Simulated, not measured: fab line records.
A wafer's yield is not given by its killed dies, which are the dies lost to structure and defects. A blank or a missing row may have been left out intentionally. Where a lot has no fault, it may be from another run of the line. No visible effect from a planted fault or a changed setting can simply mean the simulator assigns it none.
Which of the tools did it? || flow gf180mcu || Sampling: 14 lots, 42 wafers, 5 of 602 route steps

WHAT EACH GAUGE READ, for each wafer
GF_NWELL_TW_MEAS_11.
{"lot": "L432", "measured": "day 3 12:43", "on": "film-metro-02", "NWELL_TW": "1561 1568 1568"}
{"lot": "L433", "measured": "day 3 23:35", "on": "film-metro-01", "NWELL_TW": "1561 1547 1553"}
{"lot": "L434", "measured": "day 4 01:59", "on": "film-metro-02", "NWELL_TW": "1548 1555 1554"}
{"lot": "L435", "measured": "day 4 06:11", "on": "film-metro-02", "NWELL_TW": "1552 1554 1554"}
{"lot": "L436", "measured": "day 4 10:46", "on": "film-metro-04", "NWELL_TW": "1581 1580 1574"}
{"lot": "L437", "measured": "day 4 15:20", "on": "film-metro-01", "NWELL_TW": "1555 1562 1556"}
{"lot": "L441", "measured": "day 5 13:56", "on": "film-metro-04", "NWELL_TW": "1590 1590 1585"}
{"lot": "L442", "measured": "day 5 20:02", "on": "film-metro-04", "NWELL_TW": "1583 1587 1584"}
{"lot": "L444", "measured": "day 6 06:35", "on": "film-metro-01", "NWELL_TW": "1557 1561 1565"}
{"lot": "L445", "measured": "day 6 13:26", "on": "film-metro-04", "NWELL_TW": "1580 1573 1580"}
{"lot": "L446", "measured": "day 6 17:41", "on": "film-metro-01", "NWELL_TW": "1566 1556 1557"}
{"lot": "L447", "measured": "day 6 23:35", "on": "film-metro-04", "NWELL_TW": "1579 1579 1573"}
{"lot": "L452", "measured": "day 8 03:38", "on": "film-metro-01", "NWELL_TW": "1563 1563 1556"}
{"lot": "L453", "measured": "day 8 07:59", "on": "film-metro-02", "NWELL_TW": "1551 1549 1551"}

GF_MVSD_OVL_MEAS_07.
{"lot": "L432", "measured": "day 4 16:13", "on": "overlay-01", "MVSD_OVL (nm)": "1.8 2.9 1.0"}
{"lot": "L433", "measured": "day 5 03:15", "on": "overlay-01", "MVSD_OVL (nm)": "0.2 -0.6 1.4"}
{"lot": "L434", "measured": "day 5 05:45", "on": "overlay-02", "MVSD_OVL (nm)": "0.0 -0.5 -1.8"}
{"lot": "L435", "measured": "day 5 09:18", "on": "overlay-02", "MVSD_OVL (nm)": "2.1 1.8 2.0"}
{"lot": "L436", "measured": "day 5 14:54", "on": "overlay-02", "MVSD_OVL (nm)": "2.0 1.5 2.1"}
{"lot": "L437", "measured": "day 5 19:57", "on": "overlay-01", "MVSD_OVL (nm)": "4.1 2.0 1.9"}
{"lot": "L441", "measured": "day 6 20:00", "on": "overlay-02", "MVSD_OVL (nm)": "0.4 1.2 3.5"}
{"lot": "L442", "measured": "day 7 03:15", "on": "overlay-02", "MVSD_OVL (nm)": "1.0 0.1 -0.1"}
{"lot": "L444", "measured": "day 7 13:39", "on": "overlay-01", "MVSD_OVL (nm)": "-0.3 1.7 -0.5"}
{"lot": "L445", "measured": "day 7 21:36", "on": "overlay-01", "MVSD_OVL (nm)": "1.3 2.0 3.3"}
{"lot": "L446", "measured": "day 8 01:45", "on": "overlay-01", "MVSD_OVL (nm)": "1.1 0.1 -2.0"}
{"lot": "L447", "measured": "day 8 07:30", "on": "overlay-01", "MVSD_OVL (nm)": "1.5 1.2 1.2"}
{"lot": "L452", "measured": "day 9 13:52", "on": "overlay-02", "MVSD_OVL (nm)": "1.2 2.2 -0.3"}
{"lot": "L453", "measured": "day 9 17:06", "on": "overlay-01", "MVSD_OVL (nm)": "1.3 2.1 1.1"}

GF_VT_IMPLANT_OVL_MEAS_07.
{"lot": "L432", "measured": "day 5 21:01", "on": "overlay-01", "VT_IMPLANT_OVL (nm)": "1.0 1.9 0.6"}
{"lot": "L433", "measured": "day 6 08:45", "on": "overlay-02", "VT_IMPLANT_OVL (nm)": "-0.7 -0.2 -1.8"}
{"lot": "L434", "measured": "day 6 11:54", "on": "overlay-01", "VT_IMPLANT_OVL (nm)": "-0.1 0.7 0.6"}
{"lot": "L435", "measured": "day 6 14:36", "on": "overlay-01", "VT_IMPLANT_OVL (nm)": "-1.8 -1.3 -1.2"}
{"lot": "L436", "measured": "day 6 21:35", "on": "overlay-01", "VT_IMPLANT_OVL (nm)": "-1.0 0.8 0.3"}
{"lot": "L437", "measured": "day 7 03:42", "on": "overlay-02", "VT_IMPLANT_OVL (nm)": "-0.5 0.4 -1.2"}
{"lot": "L441", "measured": "day 8 05:02", "on": "overlay-02", "VT_IMPLANT_OVL (nm)": "2.4 0.2 0.6"}
{"lot": "L442", "measured": "day 8 12:00", "on": "overlay-01", "VT_IMPLANT_OVL (nm)": "0.3 0.3 -0.4"}
{"lot": "L444", "measured": "day 8 23:12", "on": "overlay-01", "VT_IMPLANT_OVL (nm)": "0.1 -0.1 0.4"}
{"lot": "L445", "measured": "day 9 07:23", "on": "overlay-01", "VT_IMPLANT_OVL (nm)": "-3.2 0.3 0.5"}
{"lot": "L446", "measured": "day 9 11:39", "on": "overlay-02", "VT_IMPLANT_OVL (nm)": "-0.1 -1.2 0.3"}
{"lot": "L447", "measured": "day 9 17:20", "on": "overlay-02", "VT_IMPLANT_OVL (nm)": "-0.1 -0.1 0.9"}
{"lot": "L452", "measured": "day 11 01:50", "on": "overlay-02", "VT_IMPLANT_OVL (nm)": "1.2 0.7 -0.1"}
{"lot": "L453", "measured": "day 11 05:15", "on": "overlay-02", "VT_IMPLANT_OVL (nm)": "0.8 0.1 -0.7"}

GF_VT_IMPLANT_OVL_MEAS_29.
{"lot": "L432", "measured": "day 7 04:07", "on": "overlay-02", "VT_IMPLANT_02_OVL (nm)": "-2.8 -0.9 -1.5"}
{"lot": "L433", "measured": "day 7 15:47", "on": "overlay-01", "VT_IMPLANT_02_OVL (nm)": "1.0 -0.9 0.5"}
{"lot": "L434", "measured": "day 7 20:06", "on": "overlay-02", "VT_IMPLANT_02_OVL (nm)": "-0.6 -0.9 -1.0"}
{"lot": "L435", "measured": "day 7 22:17", "on": "overlay-01", "VT_IMPLANT_02_OVL (nm)": "-1.4 -1.0 -2.5"}
{"lot": "L436", "measured": "day 8 05:33", "on": "overlay-02", "VT_IMPLANT_02_OVL (nm)": "0.0 -0.4 1.6"}
{"lot": "L437", "measured": "day 8 12:18", "on": "overlay-02", "VT_IMPLANT_02_OVL (nm)": "0.4 -0.5 -3.7"}
{"lot": "L441", "measured": "day 9 15:29", "on": "overlay-02", "VT_IMPLANT_02_OVL (nm)": "-3.8 -2.4 -3.9"}
{"lot": "L442", "measured": "day 9 21:53", "on": "overlay-01", "VT_IMPLANT_02_OVL (nm)": "-0.9 -0.3 -0.5"}
{"lot": "L444", "measured": "day 10 10:56", "on": "overlay-01", "VT_IMPLANT_02_OVL (nm)": "- - -"}
{"lot": "L445", "measured": "day 10 19:21", "on": "overlay-02", "VT_IMPLANT_02_OVL (nm)": "- - -"}
{"lot": "L446", "measured": "day 11 00:17", "on": "overlay-01", "VT_IMPLANT_02_OVL (nm)": "-1.6 -1.8 -3.1"}
{"lot": "L447", "measured": "day 11 05:51", "on": "overlay-02", "VT_IMPLANT_02_OVL (nm)": "-0.4 1.1 1.4"}
{"lot": "L452", "measured": "day 12 16:05", "on": "overlay-01", "VT_IMPLANT_02_OVL (nm)": "-0.1 -0.5 0.2"}
{"lot": "L453", "measured": "day 12 20:16", "on": "overlay-02", "VT_IMPLANT_02_OVL (nm)": "-1.8 -2.9 -2.2"}

WHICH TOOL RAN EACH LOT (tool, then ch and the chambers of the sampled wafers, then the start)
{"lot": "L432", "GF_VT_IMPLANT_COAT_24": "litho-track-01 ch 0, day 6 19:50"}
{"lot": "L433", "GF_VT_IMPLANT_COAT_24": "litho-track-01 ch 0, day 7 07:38"}
{"lot": "L434", "GF_VT_IMPLANT_COAT_24": "litho-track-03 ch 0, day 7 11:30"}
{"lot": "L435", "GF_VT_IMPLANT_COAT_24": "litho-track-03 ch 0, day 7 14:00"}
{"lot": "L436", "GF_VT_IMPLANT_COAT_24": "litho-track-01 ch 0, day 7 21:23"}
{"lot": "L437", "GF_VT_IMPLANT_COAT_24": "litho-track-01 ch 0, day 8 03:47"}
{"lot": "L441", "GF_VT_IMPLANT_COAT_24": "litho-track-03 ch 0, day 9 06:57"}
{"lot": "L442", "GF_VT_IMPLANT_COAT_24": "litho-track-03 ch 0, day 9 13:18"}
{"lot": "L444", "GF_VT_IMPLANT_COAT_24": "litho-track-03, day 10 01:36"}
{"lot": "L445", "GF_VT_IMPLANT_COAT_24": "litho-track-01, day 10 09:59"}
{"lot": "L446", "GF_VT_IMPLANT_COAT_24": "litho-track-01 ch 0, day 10 14:56"}
{"lot": "L447", "GF_VT_IMPLANT_COAT_24": "litho-track-01 ch 0, day 10 20:25"}
{"lot": "L452", "GF_VT_IMPLANT_COAT_24": "litho-track-03 ch 0, day 12 06:11"}
{"lot": "L453", "GF_VT_IMPLANT_COAT_24": "litho-track-03 ch 0, day 12 10:19"}
- GF_VT_IMPLANT_COAT_24: resist thk 1000 nm.

WHAT THE TOOLS THEMSELVES READ (means of the sampled wafers that have a number; where no wafer has one, the mark that the record gives instead)
GF_VT_IMPLANT_COAT_24.
{"lot": "L432", "tool": "litho-track-01", "chill-plate-temp-C (C)": 23.01, "dispense-pressure-kPa (kPa)": 49.3}
{"lot": "L433", "tool": "litho-track-01", "chill-plate-temp-C (C)": 22.87, "dispense-pressure-kPa (kPa)": 49.3}
{"lot": "L434", "tool": "litho-track-03", "chill-plate-temp-C (C)": 22.95, "dispense-pressure-kPa (kPa)": 54.0}
{"lot": "L435", "tool": "litho-track-03", "chill-plate-temp-C (C)": 22.97, "dispense-pressure-kPa (kPa)": 54.0}
{"lot": "L436", "tool": "litho-track-01", "chill-plate-temp-C (C)": 22.99, "dispense-pressure-kPa (kPa)": 49.3}
{"lot": "L437", "tool": "litho-track-01", "chill-plate-temp-C (C)": 23.12, "dispense-pressure-kPa (kPa)": 49.3}
{"lot": "L441", "tool": "litho-track-03", "chill-plate-temp-C (C)": 22.92, "dispense-pressure-kPa (kPa)": 54.0}
{"lot": "L442", "tool": "litho-track-03", "chill-plate-temp-C (C)": 23.09, "dispense-pressure-kPa (kPa)": 54.0}
{"lot": "L444", "tool": "litho-track-03", "chill-plate-temp-C (C)": "-", "dispense-pressure-kPa (kPa)": "-"}
{"lot": "L445", "tool": "litho-track-01", "chill-plate-temp-C (C)": "-", "dispense-pressure-kPa (kPa)": "-"}
{"lot": "L446", "tool": "litho-track-01", "chill-plate-temp-C (C)": 23.03, "dispense-pressure-kPa (kPa)": 49.3}
{"lot": "L447", "tool": "litho-track-01", "chill-plate-temp-C (C)": 23.01, "dispense-pressure-kPa (kPa)": 49.3}
{"lot": "L452", "tool": "litho-track-03", "chill-plate-temp-C (C)": 22.94, "dispense-pressure-kPa (kPa)": 53.9}
{"lot": "L453", "tool": "litho-track-03", "chill-plate-temp-C (C)": 23.07, "dispense-pressure-kPa (kPa)": 53.9}

THE ANSWER, worked out from the rows above alone
Rule: the lots themselves supply what counts as usual. The widest of any qualifying gaps counts: lots, ordered by their means at a reading, are off when they make up no more than a third of the lots, leave a main group of 4 or more, and stand apart from it by 3 or more times the standard deviation of that group's means. A main group is skipped when, at the precision printed for the reading in the tables above, its means are all equal. Also off: a lot with no number at a reading for which 4 or more lots have one. Any other lot the step has rows for is counted as sound. The gauges are gone through in route order, then the tools' own readings, and for those a lot's mean is taken as printed above. The first step at which some lot is off is used, and at that step the reading that is off furthest; a lot without a number counts as furthest.
Off: L444, L445, seen at GF_VT_IMPLANT_OVL_MEAS_29 (VT_IMPLANT_02_OVL). Without a number there: L444, L445. Main group: mean -1.1 nm, sd 1.2.
If a tool, at a process step before that reading, ran all the lots that are off and no sound lot after the first of them, it fits. The gauges at GF_VT_IMPLANT_OVL_MEAS_29 aren't tried: what is off there is off at GF_VT_IMPLANT_COAT_24 too, on other tools, and a gauge's error can't cause that. Not one of the candidates tried fits.

WHAT THE SIMULATOR HAD INSERTED
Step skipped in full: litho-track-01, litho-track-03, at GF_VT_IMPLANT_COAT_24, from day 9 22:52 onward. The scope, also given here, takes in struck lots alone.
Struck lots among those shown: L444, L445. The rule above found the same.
